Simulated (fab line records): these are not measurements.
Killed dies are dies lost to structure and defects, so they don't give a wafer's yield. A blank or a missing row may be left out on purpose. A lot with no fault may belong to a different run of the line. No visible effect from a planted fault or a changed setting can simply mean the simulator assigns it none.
Chamber matching + flow sky130 + 4 sister chambers for SKY_VIA4_CMP_02 on cmp-02
The step polishes SiO2. 16 wafers are shown with their chamber, then 8 later ones without.

WAFERS, EACH WITH ITS CHAMBER
| wafer  | chamber | motor current A (A) |
|--------|---------|---------------------|
| L215.1 | 3       | 11.6                |
| L215.3 | 2       | 10.2                |
| L215.6 | 2       | 10.7                |
| L225.1 | 0       | 9.4                 |
| L225.2 | 2       | 10.6                |
| L225.3 | 3       | 13.3                |
| L230.1 | 3       | 11.7                |
| L230.2 | 2       | 10.1                |
| L230.5 | 2       | 10.2                |
| L231.1 | 1       | 10.6                |
| L231.4 | 3       | 12.4                |
| L231.5 | 0       | 10.0                |
| L233.1 | 3       | 12.1                |
| L233.3 | 1       | 11.1                |
| L233.5 | 0       | 9.8                 |
| L234.3 | 1       | 10.3                |

SIGNATURES (averages over the wafers above)
| reading         | chamber 0 | chamber 1 | chamber 2 | chamber 3 | scatter within a chamber |
|-----------------|-----------|-----------|-----------|-----------|--------------------------|
| motor current A | 9.733     | 10.667    | 10.360    | 12.220    | 0.472                    |
Rule: a wafer's distance from a chamber is the root of the sum, over the readings, of the square of ((its reading less the chamber's mean) divided by the reading's scatter). The wafer belongs to the nearest chamber; if the next one is less than 2 further off, it can't be placed. The scatter is the square root of a quotient: the sum, over the shown wafers, of each reading's squared deviation from its chamber's mean, divided by wafers minus chambers.

WAFERS WHOSE CHAMBER IS MISSING
| wafer  | motor current A (A) |
|--------|---------------------|
| L234.4 | 9.7                 |
| L234.6 | 11.1                |
| L236.2 | 10.7                |
| L236.4 | 12.4                |
| L236.6 | 12.6                |
| L237.1 | 9.8                 |
| L237.4 | 10.6                |
| L237.6 | 10.2                |

EACH ONE'S CHAMBER
| wafer  | from the rows above               | in truth |
|--------|-----------------------------------|----------|
| L234.4 | can't be placed: 0 or 2 or 1      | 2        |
| L234.6 | can't be placed: 1 or 2 or 3 or 0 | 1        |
| L236.2 | can't be placed: 1 or 2 or 0      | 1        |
| L236.4 | 3                                 | 3        |
| L236.6 | 3                                 | 3        |
| L237.1 | can't be placed: 0 or 2 or 1      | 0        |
| L237.4 | can't be placed: 1 or 2 or 0      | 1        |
| L237.6 | can't be placed: 2 or 0 or 1      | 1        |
2 of 8 placed correctly. These rows do not allow placing 6 (true chamber among the candidates in 6). Wrongly placed: 0.
